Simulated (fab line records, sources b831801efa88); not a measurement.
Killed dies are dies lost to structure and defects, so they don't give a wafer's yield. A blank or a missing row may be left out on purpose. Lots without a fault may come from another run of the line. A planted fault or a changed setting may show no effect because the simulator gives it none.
Chamber matching | flow gf180mcu | GF_V1_ETCH_16 on rie_diel-02: 4 sister chambers
The step etches BARC in N2/H2. 20 wafers are shown with their chamber, then 10 later ones without.

WAFERS WITH THEIR CHAMBER
wafer  | chamber | drypump_motor_current_A (A) | rf_fwd_power_W (W) | bias_w (W)
L077.1 | 2       | 4.9                         | 495.5              | 99.81
L077.4 | 0       | 5.9                         | 491.5              | 99.98
L077.5 | 3       | 5.5                         | 499.0              | 100.14
L084.1 | 1       | 5.6                         | 495.8              | 99.96
L084.3 | 2       | 4.9                         | 494.9              | 100.06
L084.4 | 3       | 5.5                         | 494.4              | 100.23
L085.2 | 0       | 5.9                         | 492.3              | 100.10
L085.5 | 1       | 5.6                         | 496.8              | 100.45
L085.6 | 0       | 5.9                         | 493.2              | 100.00
L087.1 | 2       | 4.9                         | 492.8              | 100.42
L087.3 | 1       | 5.6                         | 498.0              | 99.95
L087.4 | 1       | 5.6                         | 496.6              | 100.40
L088.1 | 2       | 4.9                         | 492.8              | 100.17
L088.3 | 1       | 5.7                         | 495.7              | 100.25
L088.6 | 2       | 4.9                         | 496.9              | 100.02
L091.3 | 1       | 5.6                         | 492.9              | 99.97
L091.4 | 3       | 5.5                         | 496.7              | 99.92
L091.6 | 3       | 5.5                         | 496.1              | 99.62
L092.3 | 3       | 5.5                         | 496.7              | 99.75
L092.5 | 0       | 5.9                         | 491.9              | 99.54

SIGNATURES (means of the wafers above)
reading                 | chamber 0 | chamber 1 | chamber 2 | chamber 3 | scatter within a chamber
drypump_motor_current_A | 5.900     | 5.617     | 4.900     | 5.500     | 0.0228
rf_fwd_power_W          | 492.225   | 495.967   | 494.580   | 496.580   | 1.58
bias_w                  | 99.9050   | 100.1633  | 100.0960  | 99.9320   | 0.24
Rule: a wafer's distance from a chamber is the root of the sum, over the readings, of the square of ((its reading less the chamber's mean) divided by the reading's scatter). The wafer belongs to the nearest chamber; if the next one is less than 2 further off, it can't be placed. The scatter: the root of (the sum of the squares of (reading less its chamber's mean) over the shown wafers, divided by (wafers less chambers)).

WAFERS WITHOUT THEIR CHAMBER
wafer  | drypump_motor_current_A (A) | rf_fwd_power_W (W) | bias_w (W)
L092.6 | 5.6                         | 495.9              | 100.02
L094.1 | 4.9                         | 492.8              | 100.05
L094.4 | 5.6                         | 496.4              | 100.37
L094.5 | 5.5                         | 497.4              | 100.16
L095.4 | 5.9                         | 492.1              | 100.06
L095.5 | 5.6                         | 496.7              | 99.58
L095.6 | 4.9                         | 494.6              | 100.04
L097.1 | 5.5                         | 495.9              | 100.14
L097.2 | 5.6                         | 496.6              | 99.69
L097.3 | 4.9                         | 496.6              | 99.94

WHICH CHAMBER EACH WENT THROUGH
wafer  | from the rows above | in truth
L092.6 | 1                   | 1
L094.1 | 2                   | 2
L094.4 | 1                   | 1
L094.5 | 3                   | 3
L095.4 | 0                   | 0
L095.5 | 1                   | 1
L095.6 | 2                   | 2
L097.1 | 3                   | 3
L097.2 | 1                   | 1
L097.3 | 2                   | 2
Placed correctly: 10 of 10. Can't be placed from these rows: 0. Placed wrongly: 0.
